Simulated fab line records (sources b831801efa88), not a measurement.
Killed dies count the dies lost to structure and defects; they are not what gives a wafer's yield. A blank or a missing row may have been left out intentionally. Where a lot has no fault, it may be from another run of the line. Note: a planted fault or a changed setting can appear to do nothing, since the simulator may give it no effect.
One fault seen from 2 desks | flow gf180mcu | numbers are kept per desk, each desk with only its own; the story behind them comes last

== METROLOGY DESK ==
What the gauges read for every lot (on any tool): the sampled wafers with a number, averaged. Marked OUT: a lot whose mean sits more than 4 standard deviations from the usual mean, which makes it out of limits; the brackets give that distance.
Columns: A = CONTACT_W_RS at GF_CONTACT_RS_MEAS_25, usual 0.384 ohm/sq; B = CONTACT_W_THK at GF_CONTACT_THK_MEAS_26, usual 289 nm
lot  | first seen here | A     | B
L504 | day 17 13:47    | 0.388 | 290
L506 | day 18 10:38    | 0.384 | 292
L509 | day 19 20:37    | 0.387 | 284
L513 | day 21 01:39    | 0.391 | 289
L516 | day 21 23:34    | 0.386 | 284
L517 | day 22 09:46    | 0.382 | 292
Result from this desk: across the 6 lots, nothing is out of limits.

== AT THE TOOL OWNER'S DESK: pvdSputter-01 ==
At GF_M1_SPUTTER_01 (material TiN, target thk 30 nm, time 25 s) the tool's own readings: per lot run on this tool, the mean of the sampled wafers that have a number. Marked OUT: a lot whose mean sits more than 4 standard deviations from the usual mean, which makes it out of limits; the brackets give that distance.
Columns: A = cathodeDcPowerW at GF_M1_SPUTTER_01, usual 6500.0 W; B = throttleValvePct at GF_M1_SPUTTER_01, usual 30.0 %
lot  | first seen here | A                        | B
L504 | day 17 14:22    | 6500.3                   | 30.1
L516 | day 22 00:07    | 6298.7 (-99 or more) OUT | 30.5
L517 | day 22 10:19    | 6298.5 (-99 or more) OUT | 29.7
Finding of this desk: L516, L517 out of limits; the first was L516 at day 22 00:07, on cathodeDcPowerW at GF_M1_SPUTTER_01. In limits: L504.

== TAKEN TOGETHER ==
At day 22 00:07, on L516, L517, the tool owner's desk was in a position to raise an alarm.
At the metrology desk, nothing out of limits was observed.
The metrology desk has L516, L517 on record, within its limits.
The lots listed all ran GF_M1_SPUTTER_01 on pvdSputter-01.

== WHAT THE SIMULATOR HAD PUT IN ==
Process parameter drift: pvdSputter-01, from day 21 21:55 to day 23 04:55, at GF_M1_SPUTTER_01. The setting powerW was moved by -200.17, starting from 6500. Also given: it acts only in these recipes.
Struck lots among those shown: L516, L517.
Delay in hours, fault start to first out-of-limits reading, by desk: the tool owner's desk at 2.
